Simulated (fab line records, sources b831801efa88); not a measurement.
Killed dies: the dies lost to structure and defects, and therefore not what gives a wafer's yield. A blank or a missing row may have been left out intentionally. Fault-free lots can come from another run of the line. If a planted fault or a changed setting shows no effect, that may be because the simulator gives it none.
fab line records	flow sky130
[record] lots = 13	wafers = 37	last_day = 50
route steps=708 shown NWELL@60 VIA1@473 VIA4@650 PAD_OPEN@708
lots untouched by any fault: they come from a run of this same line in which no faults occurred
start_h: hours from the record's first day to the start of the lot's first wafer shown	wait_h: time in hours since the lot's previous step	" unchanged from the row above	L1.1+2: a row that stands for several wafers	- no value, or no start given	* or withheld: withheld	< > ~ a bound
route shown NAME@n: names a module that has steps shown in the file, with the first one's number in the route	usual: mean/standard deviation taken from wafers without a fault	same: alike in all rows	chamber/n: place in a boat	sites: per-site readings	_std_site: how widely they spread, as a standard deviation	_edge_site: the outer-site mean with the inner-site mean subtracted	radius_mm: how far each site lies from the wafer's centre	mask NAME#n: copy n	behind: tool/chamber where the wafer was last shaped	hold: the reason the lot was held/the length of the hold in hours/how it ended	device: the n, p or np transistor that did not switch	end of line: the tests these same wafers got at the end of their route	for a step that has no rows: nothing shown but its recipe	killed: dies that structure and defects cost at the first sort, which is not the same as the wafer's yield	map: the dies of a wafer, with x for killed, . for not killed, _ for no die there
set.NAME: the setting as run; set.NAME@STEP: as run at that earlier step	model.NAME: the simulator's own value behind a step, which no gauge read
steps of the route over a sample of lots; a table a step, a row a wafer
services: when a tool's chamber went out of use (start_h, in hours from the record's first day, below 0 if earlier), for how many hours, and the reason
[[steps]]
[step SKY_NWELL_EXPOSE_07]
[recipe] mask_id = NWM	na = 0.6	source_shape = conventional	sigma_outer = 0.6	polarization = unpolarized	target_cd_nm = 840	dose_mj = 255
[usual] reticle_temp_C = 23.02/0.099	stage_vel_mm_s = 500.00/0.25
lot.wafer	tool	chamber	start_h	wait_h	mask	reticle_temp_C	stage_vel_mm_s
L596.1	iline_stepper-02	0	79.51	-	NWM#0	22.94	499.80
L596.2	"	0	"	"	NWM#0	23.03	500.29
L596.5	"	0	"	"	NWM#0	23.06	499.86
L597.2	iline_stepper-01	0	83.83	-	NWM#0	23.06	499.85
L597.3	"	0	"	"	NWM#0	22.95	499.74
L597.5	"	0	"	"	NWM#0	23.15	500.17
L598.3	iline_stepper-02	0	88.34	-	NWM#0	23.09	499.78
L598.5	"	0	"	"	NWM#0	22.99	499.70
L598.6	"	0	"	"	NWM#0	23.24	499.74
L599.3	iline_stepper-01	0	94.07	-	NWM#0	22.90	499.87
L599.4	"	0	"	"	NWM#0	23.04	499.96
L599.5	"	0	"	"	NWM#0	22.85	499.81
L601.2	iline_stepper-02	0	104.07	-	NWM#0	23.06	499.66
L601.5	"	0	"	"	NWM#0	22.91	500.02
L601.6	"	0	"	"	NWM#0	22.97	499.65
L602.1	iline_stepper-02	0	110.77	-	NWM#0	23.05	500.01
L602.2	"	0	"	"	NWM#0	23.07	500.17
L602.3	"	0	"	"	NWM#0	23.12	500.40
L604.1	iline_stepper-02	0	119.87	-	NWM#0	23.09	499.87
L604.3	"	0	"	"	NWM#0	23.00	500.47
L605.1	iline_stepper-02	0	127.64	-	NWM#0	23.00	499.74
L605.6	"	0	"	"	NWM#0	22.99	500.41
L614.1	iline_stepper-01	0	181.58	-	NWM#0	23.00	500.10
L614.2	"	0	"	"	NWM#0	22.96	500.18
L614.6	"	0	"	"	NWM#0	22.93	499.86
L616.2	iline_stepper-01	0	193.03	-	NWM#0	22.98	500.08
L616.4	"	0	"	"	NWM#0	22.96	500.32
L616.6	"	0	"	"	NWM#0	22.98	500.01
L617.1	iline_stepper-01	0	207.53	-	NWM#0	23.13	500.65
L617.3	"	0	"	"	NWM#0	23.12	500.33
L617.6	"	0	"	"	NWM#0	23.08	500.56
L619.1	iline_stepper-02	0	212.41	-	NWM#0	22.91	500.03
L619.4	"	0	"	"	NWM#0	22.88	499.78
L619.5	"	0	"	"	NWM#0	22.89	499.85
L618.1	iline_stepper-02	0	212.53	-	NWM#0	23.03	500.39
L618.2	"	0	"	"	NWM#0	23.12	500.38
L618.4	"	0	"	"	NWM#0	23.13	500.28
[step SKY_VIA1_ETCH_15]
[recipe] target = SiO2	chemistry = C4F8/O2/Ar	target_depth_nm = 351	stop_on = TiN	mask_material = KrF-thick	source_w = 1500	bias_w = 1200	pressure_mtorr = 40	c4f8_flow_sccm = withheld	O2_flow_sccm = 6	Ar_flow_sccm = 300	time_s = 54
[usual] bias_w = 1200/3.7	oes_product_au = 0.981/0.0055
lot.wafer	tool	chamber	start_h	wait_h	bias_w	oes_product_au	rf_hours_counter_h
L596.1	rie_diel-03	3	791.63	0.0	1201	0.988	8
L596.2	"	2	"	"	1202	0.978	12
L596.5	"	1	"	"	1199	0.986	-
L597.2	rie_diel-01	3	799.53	0.0	1206	0.974	14
L597.3	"	2	"	"	1197	0.976	15
L597.5	"	1	"	"	1200	0.969	-
L598.3	rie_diel-01	0	802.61	0.0	1198	0.982	1
L598.5	"	2	"	"	1200	0.986	-
L598.6	"	1	"	"	1194	0.986	-
L599.3	rie_diel-04	2	816.11	0.0	1203	0.979	16
L599.4	"	1	"	"	1202	0.973	2
L599.5	"	3	"	"	1203	0.988	-
L601.2	rie_diel-04	2	828.73	0.0	1197	0.989	17
L601.5	"	3	"	"	1200	0.985	-
L601.6	"	0	"	"	1199	0.974	-
L602.1	rie_diel-03	1	836.76	0.0	1204	0.980	12
L602.2	"	0	"	"	1195	0.981	26
L602.3	"	3	"	"	1206	0.984	9
L604.1	rie_diel-03	2	849.17	0.0	1194	0.973	13
L604.3	"	3	"	"	1199	0.989	9
L605.1	rie_diel-01	3	858.87	0.0	1189	0.984	16
L605.6	"	3	"	"	1194	0.980	-
L614.1	rie_diel-03	1	929.53	0.0	1200	0.988	16
L614.2	"	2	"	"	1208	0.982	16
L614.6	"	2	"	"	1201	0.982	-
L616.2	rie_diel-01	0	944.26	0.0	1190	0.977	5
L616.4	"	2	"	"	1198	0.986	19
L616.6	"	0	"	"	1195	0.982	-
L619.1	rie_diel-04	3	963.97	0.0	1204	0.983	10
L619.4	"	2	"	"	1205	0.981	21
L619.5	"	2	"	"	1202	0.978	-
L617.1	rie_diel-03	1	966.12	0.0	1202	0.988	17
L617.3	"	3	"	"	1198	0.979	13
L617.6	"	3	"	"	1197	0.973	-
L618.1	rie_diel-04	0	966.78	0.0	1197	0.974	4
L618.2	"	1	"	"	1202	0.985	6
L618.4	"	3	"	"	1201	0.981	10
[step SKY_VIA1_CVD_21]
[recipe] material = W	target_thk_nm = 270	time_s = 80.902	temp_c = 400	pressure_torr = 40
[usual] heater_power_w = 876/73
lot.wafer	tool	chamber	start_h	wait_h	heater_power_w
L596.1	cvd_w-02	0	792.33	0.0	974
L596.2	"	1	"	"	882
L596.5	"	1	"	"	895
L597.2	cvd_w-01	0	800.22	0.0	824
L597.3	"	1	"	"	901
L597.5	"	1	"	"	875
L598.3	cvd_w-02	1	803.34	0.1	883
L598.5	"	0	"	"	978
L598.6	"	1	"	"	868
L599.3	cvd_w-01	0	816.84	0.1	838
L599.4	"	1	"	"	866
L599.5	"	0	"	"	824
L601.2	cvd_w-01	0	829.43	0.0	816
L601.5	"	0	"	"	837
L601.6	"	1	"	"	882
L602.1	cvd_w-01	1	837.55	0.0	890
L602.2	"	0	"	"	816
L602.3	"	0	"	"	844
L604.1	cvd_w-01	1	850.21	0.0	869
L604.3	"	0	"	"	821
L605.1	cvd_w-01	1	859.57	0.0	854
L605.6	"	0	"	"	804
L614.1	cvd_w-02	0	930.24	0.0	989
L614.2	"	1	"	"	870
L614.6	"	1	"	"	879
L616.2	cvd_w-01	0	944.99	0.0	811
L616.4	"	0	"	"	793
L616.6	"	1	"	"	790
L619.1	cvd_w-01	1	964.77	0.0	785
L619.4	"	1	"	"	782
L619.5	"	1	"	"	794
L617.1	cvd_w-01	0	967.15	0.0	796
L617.3	"	0	"	"	808
L617.6	"	0	"	"	823
L618.1	cvd_w-02	0	967.69	0.0	1006
L618.2	"	1	"	"	895
L618.4	"	0	"	"	991
[step SKY_VIA4_OVL_MEAS_11]
[usual] VIA4_OVL = -0.1/1.3
lot.wafer	tool	chamber	start_h	wait_h	VIA4_OVL[nm]
L596.1	overlay-02	-	1003.62	0.1	-1.4
L596.2	"	-	"	"	0.5
L596.5	"	-	"	"	-0.8
L597.2	overlay-02	-	1012.63	0.1	1.3
L597.3	"	-	"	"	2.9
L597.5	"	-	"	"	1.8
L598.3	overlay-02	-	1015.28	0.1	-1.9
L598.5	"	-	"	"	-1.0
L598.6	"	-	"	"	-2.4
L599.3	overlay-02	-	1023.78	0.1	-0.8
L599.4	"	-	"	"	0.8
L599.5	"	-	"	"	0.6
L601.2	overlay-01	-	1037.59	0.1	-0.2
L601.5	"	-	"	"	-0.3
L601.6	"	-	"	"	-1.2
L602.1	overlay-02	-	1045.27	0.1	0.3
L602.2	"	-	"	"	1.8
L602.3	"	-	"	"	0.5
L604.1	overlay-02	-	1055.91	0.1	1.4
L604.3	"	-	"	"	0.6
L605.1	overlay-02	-	1062.04	0.1	1.4
L605.6	"	-	"	"	0.4
L614.1	overlay-02	-	1116.52	0.2	0.9
L614.2	"	-	"	"	0.2
L614.6	"	-	"	"	1.9
L616.2	overlay-01	-	1130.58	0.1	-0.9
L616.4	"	-	"	"	-1.5
L616.6	"	-	"	"	-0.2
L619.1	overlay-02	-	1145.86	0.1	0.4
L619.4	"	-	"	"	1.2
L619.5	"	-	"	"	-0.9
L617.1	overlay-01	-	1147.31	0.1	-1.7
L617.3	"	-	"	"	-0.6
L617.6	"	-	"	"	-0.7
L618.1	overlay-01	-	1147.61	0.1	-0.3
L618.2	"	-	"	"	-0.6
L618.4	"	-	"	"	1.2
[step SKY_PAD_OPEN_PROBE_99]
[usual] killed_at_M0_to_M3 = 44/6.5	killed_at_M4_up = 3.3/1.7	killed_at_contacts = 25/5.3	killed_at_front_end = 15/5	killed_at_other = 0.2/0.47	killed_dies = 87/9.9	killed_open = 47/8	killed_short = 39/6.1
[same] gross_dies = 492	killed_at_back_side = 0
lot.wafer	tool	chamber	start_h	wait_h	hold	killed_at_M0_to_M3	killed_at_M4_up	killed_at_contacts	killed_at_front_end	killed_at_other	killed_dies	killed_open	killed_short
L596.1	prober-01	-	1075.39	0.1	-	51	1	26	23	0	101	62	39
L596.2	prober-01	-	1075.44	0.1	-	62	4	23	12	0	101	63	38
L596.5	prober-01	-	1075.59	0.2	-	43	0	26	23	0	92	57	35
L597.2	prober-02	-	1081.83	0.1	-	39	3	22	16	0	80	42	38
L597.3	prober-02	-	1081.88	0.2	-	44	4	24	15	0	87	47	40
L597.5	prober-02	-	1081.98	0.2	-	45	5	22	21	0	93	51	42
L598.3	prober-01	-	1085.83	0.2	-	44	1	34	12	0	91	53	38
L598.5	prober-01	-	1085.93	0.2	-	51	3	39	12	0	105	61	44
L598.6	prober-01	-	1085.98	0.2	-	43	1	16	7	0	67	28	39
L599.3	prober-02	-	1092.58	0.2	-	43	4	20	16	0	83	40	43
L599.4	prober-02	-	1092.63	0.2	-	53	2	33	27	1	116	65	51
L599.5	prober-02	-	1092.68	0.2	-	44	1	26	16	0	87	49	38
L601.2	prober-02	-	1105.83	0.1	-	42	6	22	10	0	80	46	34
L601.5	prober-02	-	1105.98	0.2	-	47	3	19	21	0	90	48	42
L601.6	prober-02	-	1106.03	0.2	-	45	7	20	23	0	95	51	44
L602.1	prober-01	-	1113.48	0.1	-	39	1	24	12	0	76	43	33
L602.2	prober-01	-	1113.53	0.1	-	42	4	18	15	0	79	41	38
L602.3	prober-01	-	1113.58	0.2	-	46	3	24	14	0	87	49	38
L604.1	prober-01	-	1123.38	0.1	await_dispo/1.8h/release	50	5	33	15	1	104	64	40
L604.3	prober-01	-	1123.48	0.2	await_dispo/1.8h/release	48	5	17	16	2	88	46	42
L605.1	prober-02	-	1128.40	0.1	await_dispo/3.0h/release	50	1	22	13	0	86	57	29
L605.6	prober-02	-	1128.65	0.2	await_dispo/3.0h/release	38	0	26	15	0	79	47	32
L614.1	prober-01	-	1176.18	0.1	-	51	6	26	8	0	91	43	48
L614.2	prober-01	-	1176.23	0.1	-	48	1	29	8	0	86	43	43
L614.6	prober-01	-	1176.43	0.2	-	47	4	20	10	0	81	40	41
L616.2	prober-01	-	1188.87	0.1	-	35	2	24	11	0	72	43	29
L616.4	prober-01	-	1188.97	0.2	-	54	3	25	10	0	92	43	49
L616.6	prober-01	-	1189.07	0.2	-	43	4	25	11	0	83	50	33
L619.1	prober-02	-	1200.39	0.1	-	42	2	29	21	1	95	56	39
L619.4	prober-02	-	1200.54	0.2	-	42	5	31	12	0	90	50	40
L619.5	prober-02	-	1200.59	0.2	-	51	3	27	11	0	92	61	31
L617.1	prober-01	-	1202.13	0.1	-	44	2	19	22	0	87	54	33
L617.3	prober-01	-	1202.23	0.2	-	43	2	30	15	0	90	45	45
L617.6	prober-01	-	1202.38	0.2	-	47	5	19	18	0	89	50	39
L618.1	prober-02	-	1203.63	0.1	-	44	1	28	16	1	90	49	41
L618.2	prober-02	-	1203.68	0.1	-	35	6	33	16	0	90	48	42
L618.4	prober-02	-	1203.78	0.2	-	36	4	31	11	2	84	43	41
// killed by level:class
L596.1 CONTACT:geometric_particle:open=13 VIA1:geometric_particle:open=13 FIELD_ISO:geometric_particle:short=8 FIELD_ISO:geometric_particle:open=8 LI_CONTACT:geometric_particle:open=8 VIA2:geometric_particle:open=7 VIA1:geometric_particle:short=6 POLY_GATE:geometric_particle:short=5
L596.2 VIA2:geometric_particle:open=12 CONTACT:geometric_particle:open=11 VIA1:geometric_particle:open=10 VIA3:geometric_particle:open=9 VIA1:geometric_particle:short=8 METAL1:geometric_particle:short=8 LI_CONTACT:geometric_particle:open=5 VIA3:geometric_particle:short=5
L596.5 VIA1:geometric_particle:open=12 CONTACT:geometric_particle:open=8 FIELD_ISO:geometric_particle:open=8 LI_CONTACT:geometric_particle:open=8 POLY_GATE:geometric_particle:open=6 VIA2:geometric_particle:open=6 METAL1:geometric_particle:short=5 VIA1:geometric_particle:short=5
L597.2 VIA1:geometric_particle:open=11 VIA1:geometric_particle:short=8 LI_CONTACT:geometric_particle:open=7 CONTACT:geometric_particle:short=6 CONTACT:geometric_particle:open=6 FIELD_ISO:geometric_particle:open=5 METAL2:geometric_particle:short=5 METAL1:geometric_particle:short=4
L597.3 METAL2:geometric_particle:short=10 LI_CONTACT:geometric_particle:open=8 CONTACT:geometric_particle:open=8 VIA2:geometric_particle:open=7 VIA3:geometric_particle:open=7 LOCAL_INTERCONNECT:geometric_particle:short=6 FIELD_ISO:geometric_particle:open=5 FIELD_ISO:geometric_particle:short=5
L597.5 VIA1:geometric_particle:open=11 FIELD_ISO:geometric_particle:short=8 FIELD_ISO:geometric_particle:open=7 LOCAL_INTERCONNECT:geometric_particle:short=6 LI_CONTACT:geometric_particle:open=6 CONTACT:geometric_particle:open=6 VIA2:geometric_particle:short=5 METAL1:geometric_particle:short=5
L598.3 CONTACT:geometric_particle:open=14 LI_CONTACT:geometric_particle:open=11 VIA2:geometric_particle:open=10 METAL1:geometric_particle:short=7 VIA1:geometric_particle:open=6 CONTACT:geometric_particle:short=6 VIA3:geometric_particle:open=6 VIA1:geometric_particle:short=4
L598.5 VIA1:geometric_particle:open=16 CONTACT:geometric_particle:open=13 VIA3:geometric_particle:open=10 LI_CONTACT:geometric_particle:open=9 CONTACT:geometric_particle:short=9 METAL1:geometric_particle:short=7 LOCAL_INTERCONNECT:geometric_particle:short=5 POLY_GATE:geometric_particle:short=4
L598.6 VIA1:geometric_particle:open=12 METAL1:geometric_particle:short=8 CONTACT:geometric_particle:short=7 CONTACT:geometric_particle:open=4 VIA1:geometric_particle:short=4 VIA3:geometric_particle:open=4 FIELD_ISO:geometric_particle:short=3 LI_CONTACT:geometric_particle:open=3
L599.3 VIA1:geometric_particle:open=10 LI_CONTACT:geometric_particle:open=9 METAL1:geometric_particle:short=7 VIA2:geometric_particle:open=6 VIA3:geometric_particle:short=5 CONTACT:geometric_particle:open=4 METAL4:geometric_particle:short=4 FIELD_ISO:geometric_particle:short=3
L599.4 CONTACT:geometric_particle:open=10 LI_CONTACT:geometric_particle:open=10 FIELD_ISO:geometric_particle:open=9 METAL2:geometric_particle:short=9 VIA1:geometric_particle:open=9 VIA2:geometric_particle:open=8 CONTACT:geometric_particle:short=6 VIA1:geometric_particle:short=6
L599.5 CONTACT:geometric_particle:open=10 VIA1:geometric_particle:open=10 LI_CONTACT:geometric_particle:open=7 VIA2:geometric_particle:open=6 FIELD_ISO:geometric_particle:short=5 METAL1:geometric_particle:short=5 VIA3:geometric_particle:open=5 CONTACT:geometric_particle:short=4
L601.2 VIA1:geometric_particle:open=12 VIA2:geometric_particle:open=9 CONTACT:geometric_particle:open=6 LI_CONTACT:geometric_particle:open=5 CONTACT:geometric_particle:short=5 VIA1:geometric_particle:short=5 LI_CONTACT:geometric_particle:short=4 METAL2:geometric_particle:short=4
L601.5 VIA1:geometric_particle:open=10 VIA2:geometric_particle:open=9 VIA3:geometric_particle:open=9 FIELD_ISO:geometric_particle:short=5 POLY_GATE:geometric_particle:short=5 CONTACT:geometric_particle:short=5 VIA2:geometric_particle:short=5 FIELD_ISO:geometric_particle:open=4
L601.6 VIA1:geometric_particle:open=10 VIA2:geometric_particle:open=10 LI_CONTACT:geometric_particle:open=7 POLY_GATE:geometric_particle:short=6 FIELD_ISO:geometric_particle:open=4 FIELD_ISO:geometric_particle:short=4 CONTACT:geometric_particle:open=4 METAL1:geometric_particle:short=4
L602.1 VIA1:geometric_particle:open=10 LI_CONTACT:geometric_particle:open=8 CONTACT:geometric_particle:open=8 VIA2:geometric_particle:short=5 VIA2:geometric_particle:open=5 VIA3:geometric_particle:open=5 POLY_GATE:geometric_particle:short=4 METAL1:geometric_particle:short=4
L602.2 VIA1:geometric_particle:open=10 VIA2:geometric_particle:open=9 CONTACT:geometric_particle:open=7 METAL1:geometric_particle:short=6 METAL2:geometric_particle:short=6 FIELD_ISO:geometric_particle:short=4 SONOS_ONO:geometric_particle:open=4 LOCAL_INTERCONNECT:geometric_particle:short=4
L602.3 VIA1:geometric_particle:open=10 LI_CONTACT:geometric_particle:open=9 VIA2:geometric_particle:open=8 METAL2:geometric_particle:short=7 VIA1:geometric_particle:short=7 CONTACT:geometric_particle:open=6 FIELD_ISO:geometric_particle:open=4 VIA3:geometric_particle:open=4
L604.1 VIA1:geometric_particle:open=15 CONTACT:geometric_particle:open=13 LI_CONTACT:geometric_particle:open=11 VIA3:geometric_particle:open=9 METAL2:geometric_particle:short=7 POLY_GATE:geometric_particle:short=6 POLY_GATE:geometric_particle:open=5 CONTACT:geometric_particle:short=5
L604.3 VIA1:geometric_particle:open=12 METAL2:geometric_particle:short=9 CONTACT:geometric_particle:open=8 VIA2:geometric_particle:open=7 FIELD_ISO:geometric_particle:open=5 POLY_GATE:geometric_particle:short=4 CONTACT:geometric_particle:short=4 METAL1:geometric_particle:short=4
L605.1 VIA1:geometric_particle:open=10 LI_CONTACT:geometric_particle:open=9 VIA2:geometric_particle:open=9 CONTACT:geometric_particle:open=8 METAL2:geometric_particle:short=5 METAL1:geometric_particle:short=5 POLY_GATE:geometric_particle:open=4 VIA3:geometric_particle:open=4
L605.6 CONTACT:geometric_particle:open=11 VIA1:geometric_particle:open=11 LI_CONTACT:geometric_particle:open=7 METAL2:geometric_particle:short=7 LI_CONTACT:geometric_particle:short=4 VIA1:geometric_particle:short=4 VIA3:geometric_particle:open=4 FIELD_ISO:geometric_particle:open=3
L614.1 METAL2:geometric_particle:short=11 CONTACT:geometric_particle:open=8 VIA1:geometric_particle:open=8 METAL1:geometric_particle:short=7 VIA3:geometric_particle:open=7 LI_CONTACT:geometric_particle:open=6 CONTACT:geometric_particle:short=6 VIA2:geometric_particle:short=5
L614.2 VIA1:geometric_particle:open=9 METAL2:geometric_particle:short=9 LI_CONTACT:geometric_particle:open=8 CONTACT:geometric_particle:open=8 VIA2:geometric_particle:open=8 METAL1:geometric_particle:short=7 CONTACT:geometric_particle:short=6 VIA3:geometric_particle:short=5
L614.6 VIA1:geometric_particle:open=12 CONTACT:geometric_particle:open=8 VIA2:geometric_particle:short=6 METAL2:geometric_particle:short=6 CONTACT:geometric_particle:short=5 VIA3:geometric_particle:short=5 VIA3:geometric_particle:open=5 VIA2:geometric_particle:open=4
L616.2 VIA1:geometric_particle:open=11 LI_CONTACT:geometric_particle:open=10 FIELD_ISO:geometric_particle:open=6 METAL1:geometric_particle:short=5 VIA1:geometric_particle:short=5 POLY_GATE:geometric_particle:short=4 CONTACT:geometric_particle:open=4 VIA3:geometric_particle:open=4
L616.4 VIA1:geometric_particle:open=15 CONTACT:geometric_particle:open=9 METAL1:geometric_particle:short=9 VIA1:geometric_particle:short=8 VIA2:geometric_particle:open=6 LI_CONTACT:geometric_particle:open=5 LOCAL_INTERCONNECT:geometric_particle:short=5 METAL2:geometric_particle:short=5
L616.6 CONTACT:geometric_particle:open=12 VIA1:geometric_particle:open=11 VIA3:geometric_particle:open=9 CONTACT:geometric_particle:short=7 VIA1:geometric_particle:short=5 VIA2:geometric_particle:open=4 METAL1:geometric_particle:short=4 FIELD_ISO:geometric_particle:open=3
L619.1 CONTACT:geometric_particle:open=12 LI_CONTACT:geometric_particle:open=9 VIA1:geometric_particle:open=9 METAL2:geometric_particle:short=8 VIA1:geometric_particle:short=7 FIELD_ISO:geometric_particle:open=6 FIELD_ISO:geometric_particle:short=4 POLY_GATE:geometric_particle:open=4
L619.4 LI_CONTACT:geometric_particle:open=10 CONTACT:geometric_particle:open=10 VIA1:geometric_particle:open=7 VIA3:geometric_particle:open=7 METAL2:geometric_particle:short=5 LI_CONTACT:geometric_particle:short=4 VIA1:geometric_particle:short=4 CONTACT:geometric_particle:short=4
L619.5 VIA2:geometric_particle:open=14 LI_CONTACT:geometric_particle:open=11 VIA1:geometric_particle:open=9 VIA1:geometric_particle:short=8 CONTACT:geometric_particle:open=8 METAL2:geometric_particle:short=6 VIA3:geometric_particle:open=6 LI_CONTACT:geometric_particle:short=4
L617.1 VIA1:geometric_particle:open=13 CONTACT:geometric_particle:open=9 FIELD_ISO:geometric_particle:open=6 FIELD_ISO:geometric_particle:short=5 VIA3:geometric_particle:open=5 VIA2:geometric_particle:open=5 VIA3:geometric_particle:short=5 POLY_GATE:geometric_particle:open=4
L617.3 CONTACT:geometric_particle:open=10 VIA1:geometric_particle:open=10 VIA1:geometric_particle:short=7 LI_CONTACT:geometric_particle:open=7 METAL1:geometric_particle:short=5 VIA2:geometric_particle:open=5 FIELD_ISO:geometric_particle:short=4 LI_CONTACT:geometric_particle:short=4
L617.6 VIA1:geometric_particle:open=14 FIELD_ISO:geometric_particle:short=8 CONTACT:geometric_particle:open=8 METAL1:geometric_particle:short=7 VIA1:geometric_particle:short=6 VIA2:geometric_particle:open=6 VIA3:geometric_particle:open=6 LOCAL_INTERCONNECT:geometric_particle:short=5
L618.1 VIA1:geometric_particle:open=11 LI_CONTACT:geometric_particle:open=9 LOCAL_INTERCONNECT:geometric_particle:short=8 VIA2:geometric_particle:open=7 CONTACT:geometric_particle:short=6 VIA3:geometric_particle:open=6 METAL1:geometric_particle:short=5 FIELD_ISO:geometric_particle:open=4
L618.2 CONTACT:geometric_particle:open=14 VIA1:geometric_particle:open=8 LOCAL_INTERCONNECT:geometric_particle:short=8 METAL2:geometric_particle:short=8 VIA3:geometric_particle:open=8 CONTACT:geometric_particle:short=5 FIELD_ISO:geometric_particle:short=4 LI_CONTACT:geometric_particle:open=4
L618.4 CONTACT:geometric_particle:open=13 VIA1:geometric_particle:open=9 METAL2:geometric_particle:short=8 LI_CONTACT:geometric_particle:open=5 CONTACT:geometric_particle:short=5 VIA2:geometric_particle:open=5 VIA3:geometric_particle:open=5 LOCAL_INTERCONNECT:geometric_particle:short=4
[[services]]
tool	chamber	start_h	hours	kind
cvd_w-01	-	74.96	14.6	pm
iline_stepper-02	-	92.88	2.1	pm
iline_stepper-02	-	99.42	3.7	repair
iline_stepper-01	-	144.33	2.1	pm
iline_stepper-01	-	184.76	4.4	pm
cvd_w-01	-	221.03	10.8	repair
iline_stepper-02	-	237.64	1.7	pm
cvd_w-01	-	286.96	1.6	repair
iline_stepper-02	-	333.36	0.6	repair
iline_stepper-02	-	436.06	5.9	repair
iline_stepper-02	-	455.82	1.7	pm
cvd_w-01	-	472.88	2.8	pm
iline_stepper-02	-	497.57	6.5	repair
cvd_w-01	-	500.87	6.9	pm
cvd_w-01	-	663.98	0.8	repair
iline_stepper-02	-	674.00	1.7	pm
cvd_w-01	-	689.15	1.4	repair
cvd_w-01	-	732.91	0.4	repair
iline_stepper-02	-	741.22	4.4	pm
cvd_w-01	0	866.89	3.8	repair
iline_stepper-02	-	892.18	1.7	pm
cvd_w-01	-	904.00	14.0	pm
iline_stepper-02	-	959.87	5.1	repair
iline_stepper-02	-	961.57	6.4	repair
[[key]]
[first_sign] step = SKY_PAD_OPEN_PROBE_99	reading = hold	direction = added
effect none on later readings
met_at SKY_NWELL_EXPOSE_07
struck_lots L604,L605
struck_wafers L604.1,L605.1
tester_left_out L604,L605
not_acting_at SKY_VIA1_ETCH_15,SKY_VIA1_CVD_21,SKY_VIA4_OVL_MEAS_11
onset_between 110.77 119.87
[fault] kind = process_parameter_drift	tool = iline_stepper-02	chamber = -	onset_h = 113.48	steps = SKY_NWELL_EXPOSE_07	channel = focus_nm	offset = 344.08	shape = step	end_h = 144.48	scope = struck_wafers_only
// tester_left_out: of these lots the tester's yield and bins aren't shown, on N5 and GAA mostly nor the transistor test; their killed dies are dies lost to structure and defects alone, not to doping, threshold or leakage, so they don't give the yield
